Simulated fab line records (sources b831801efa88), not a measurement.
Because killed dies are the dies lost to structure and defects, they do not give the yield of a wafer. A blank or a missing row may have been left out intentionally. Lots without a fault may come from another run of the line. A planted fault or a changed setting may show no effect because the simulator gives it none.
Which tool was responsible? / flow sky130 / Sampling: 11 lots, 33 wafers, 4 of 708 route steps

== WHAT THE GAUGES READ, wafer by wafer ==
SKY_SD_N_RS_MEAS_16: the measuring method here is four-point-probe.
lot=L962; measured=day 28 10:04; on=film-metro-02; SD_N_RS (ohm/sq)=68.75 68.66 68.54
lot=L964; measured=day 29 14:02; on=film-metro-03; SD_N_RS (ohm/sq)=68.46 68.51 68.48
lot=L963; measured=day 29 18:47; on=film-metro-03; SD_N_RS (ohm/sq)=68.33 68.49 68.44
lot=L966; measured=day 30 12:56; on=film-metro-04; SD_N_RS (ohm/sq)=68.67 68.81 68.70
lot=L967; measured=day 30 16:11; on=film-metro-02; SD_N_RS (ohm/sq)=68.78 68.68 68.67
lot=L968; measured=day 31 02:07; on=film-metro-02; SD_N_RS (ohm/sq)=68.53 68.55 68.49
lot=L974; measured=day 32 12:44; on=film-metro-02; SD_N_RS (ohm/sq)=66.38 66.32 66.50 66.50 66.50 66.50
lot=L975; measured=day 32 23:41; on=film-metro-03; SD_N_RS (ohm/sq)=66.34 66.32 66.33 66.22 66.35 66.26
lot=L976; measured=day 33 00:52; on=film-metro-02; SD_N_RS (ohm/sq)=66.49 66.34 66.45 66.47 66.35 66.43
lot=L982; measured=day 35 18:52; on=film-metro-04; SD_N_RS (ohm/sq)=68.69 68.48 68.51
lot=L983; measured=day 35 22:35; on=film-metro-04; SD_N_RS (ohm/sq)=68.45 68.53 68.66

== TOOL THAT RAN EACH LOT (tool first, then ch and the chambers of the sampled wafers, then the start) ==
lot=L962; SKY_LDD_HVP_STRIP_09=plasma-asher-02 ch 1, day 22 04:17; SKY_LDD_LDN_STRIP_12=plasma-asher-01 ch 0, day 23 10:22; SKY_SD_N_IMPLANT_10=implanter-04 ch 0, day 28 09:32
lot=L964; SKY_LDD_HVP_STRIP_09=plasma-asher-03 ch 0,1, day 23 10:56; SKY_LDD_LDN_STRIP_12=plasma-asher-04 ch 0,1, day 24 16:16; SKY_SD_N_IMPLANT_10=implanter-01 ch 0, day 29 13:28
lot=L963; SKY_LDD_HVP_STRIP_09=plasma-asher-01 ch 0,1, day 23 14:04; SKY_LDD_LDN_STRIP_12=plasma-asher-01 ch 1, day 24 18:59; SKY_SD_N_IMPLANT_10=implanter-01 ch 0, day 29 18:14
lot=L966; SKY_LDD_HVP_STRIP_09=plasma-asher-02 ch 0,1, day 24 09:20; SKY_LDD_LDN_STRIP_12=plasma-asher-04 ch 0,1, day 25 15:35; SKY_SD_N_IMPLANT_10=implanter-02 ch 0, day 30 12:25
lot=L967; SKY_LDD_HVP_STRIP_09=plasma-asher-02 ch 0,1, day 24 11:03; SKY_LDD_LDN_STRIP_12=plasma-asher-04 ch 0,1, day 25 17:05; SKY_SD_N_IMPLANT_10=implanter-04 ch 0, day 30 15:40
lot=L968; SKY_LDD_HVP_STRIP_09=plasma-asher-02 ch 0,1, day 24 20:48; SKY_LDD_LDN_STRIP_12=plasma-asher-02 ch 0,1, day 26 03:27; SKY_SD_N_IMPLANT_10=implanter-02 ch 0, day 31 01:34
lot=L974; SKY_LDD_HVP_STRIP_09=plasma-asher-02 ch 0,1, day 26 11:45; SKY_LDD_LDN_STRIP_12=plasma-asher-02 ch 0,1, day 27 17:24; SKY_SD_N_IMPLANT_10=implanter-01 ch 0, day 32 12:13
lot=L975; SKY_LDD_HVP_STRIP_09=plasma-asher-03 ch 0,1, day 26 22:34; SKY_LDD_LDN_STRIP_12=plasma-asher-01 ch 0,1, day 28 04:23; SKY_SD_N_IMPLANT_10=implanter-01 ch 0, day 32 23:10
lot=L976; SKY_LDD_HVP_STRIP_09=plasma-asher-03 ch 0,1, day 27 01:31; SKY_LDD_LDN_STRIP_12=plasma-asher-01 ch 0,1, day 28 06:29; SKY_SD_N_IMPLANT_10=implanter-01 ch 0, day 33 00:20
lot=L982; SKY_LDD_HVP_STRIP_09=plasma-asher-02 ch 0, day 29 23:17; SKY_LDD_LDN_STRIP_12=plasma-asher-02 ch 0, day 31 03:33; SKY_SD_N_IMPLANT_10=implanter-02 ch 0, day 35 18:20
lot=L983; SKY_LDD_HVP_STRIP_09=plasma-asher-02 ch 0,1, day 30 01:15; SKY_LDD_LDN_STRIP_12=plasma-asher-01 ch 0,1, day 31 06:28; SKY_SD_N_IMPLANT_10=implanter-04 ch 0, day 35 22:04
- SKY_LDD_HVP_STRIP_09: strips in O2/N2.
- SKY_LDD_LDN_STRIP_12: strips in O2/N2.
- SKY_SD_N_IMPLANT_10

== THE ANSWER, worked out from the rows above alone ==
Rule: usual is defined by the lots themselves. Put in order of their means at a reading, lots are off if they are a third of the lots or fewer, leave a main group of 4 or more, and stand apart from it by a gap of 3 or more times the standard deviation of the main group's means; of several such gaps the widest counts. If all means in a main group match to the digits the tables above print for the reading, that group is not used. Also off: a lot with no number at a reading for which 4 or more lots have one. Where the step has rows for the other lots, those lots are counted as sound.
Off: L974, L975, L976, at SKY_SD_N_RS_MEAS_16 (SD_N_RS). For the main group the mean is 68.58 ohm/sq and the standard deviation 0.1.
A tool fits if, at a process step before that reading, it ran every lot that is off, and no sound lot after the first of them. Gauges at SKY_SD_N_RS_MEAS_16: tried the same way as those tools. One candidate fits, namely implanter-01 at SKY_SD_N_IMPLANT_10. Its last sound lot is L963 (day 29 18:14), its first lot that is off L974 (day 32 12:13): a fault that began between those two fits.

== WHAT THE SIMULATOR PUT IN ==
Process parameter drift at SKY_SD_N_IMPLANT_10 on implanter-01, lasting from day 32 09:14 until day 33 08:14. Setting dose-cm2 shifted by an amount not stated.
Struck lots among those shown: L974, L975, L976. The rule above reached the same finding.
